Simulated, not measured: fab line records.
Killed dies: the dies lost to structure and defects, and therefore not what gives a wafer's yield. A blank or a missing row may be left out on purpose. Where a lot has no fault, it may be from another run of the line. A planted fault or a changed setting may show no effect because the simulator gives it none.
8D (eight disciplines) problem report, filled in by code -- flow sky130 -- the parts of the form that need people (team, actions taken, sign-off) are left out

1. PROBLEM STATEMENT
Mean of spin_speed_rpm at SKY_METAL5_COAT_09: 2805.7 rpm across 9 wafers in 3 lots; on wafers with no fault it is 2999.9 rpm (standard deviation 2.1). That is -92 standard deviations from the usual mean.
The step: resist thk 1800 nm.
First seen on wafer L567.1, day 46 06:48, on litho_track-04. The record holds 33 wafers of 11 lots with a number at this step. By rule, "out" or "out of limits" means more than 4 standard deviations away from the usual mean. The rest of the wafers with a number are treated as sound.

2. WHAT IT IS, AND WHAT IT ISN'T
question,is,is not
which readings at this step,spin_speed_rpm,-
which lots,"L567, L568, L570","L557, L558, L560, L572, L573, L575, L576, L579"
which wafers of those lots,all that have a number,-
read on which tools,litho_track-04,"litho_track-01, litho_track-03"
when,from day 46 06:48,"up to then (9 sound wafers); but 15 sound wafers of L572, L573, L575, L576, L579 came after"

3. WHAT RULES OUT EACH SUSPECT
Counting: a tool at any process step up to the reading remains a suspect when it ran all the lots that are out and ran no sound lot after the first of those.
- litho_track-04 at SKY_METAL5_COAT_09 (resist thk 1800 nm): kept. It ran every lot that is out, first L567 (day 46 06:48), and no sound lot after that; its last sound lot up to then is L558 (day 43 21:28). On those wafers its own readings are out: spin_speed_rpm.
After counting, what remains is litho_track-04 at SKY_METAL5_COAT_09.

4. THE CAUSE (what the simulator had put in)
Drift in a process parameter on litho_track-04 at SKY_METAL5_COAT_09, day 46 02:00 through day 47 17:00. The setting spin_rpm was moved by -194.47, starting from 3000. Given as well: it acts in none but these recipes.
The count eliminated every tool but this one.

5. SEQUENCE OF EFFECTS, ordered by route
One row per reading whose mean, taken over the struck wafers that have a number, lies over 3 standard deviations from the usual. Only readings whose record carries a usual standard deviation are examined. hours: median over the lots of the time between each lot's start at the first step of this table that gives one and its start at this step. sigmas: the change, counted in usual standard deviations.
hours,step,reading,usual,on struck wafers,change,sigmas
0,SKY_METAL5_COAT_09,spin_speed_rpm,2999.9 rpm,2805.7,-194.2,-92
11,SKY_METAL5_STRIP_16,strip_time_to_endpoint_s,13.06 s,13.69,+0.63,+7.5
The process steps in it:
- SKY_METAL5_COAT_09: resist thk 1800 nm.
- SKY_METAL5_STRIP_16: strips in O2/N2.

6. HOW IT WOULD HAVE BEEN CAUGHT EARLIER
The fault began at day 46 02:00; the first out-of-limits reading in this record came at day 46 06:48, 5 hours later.
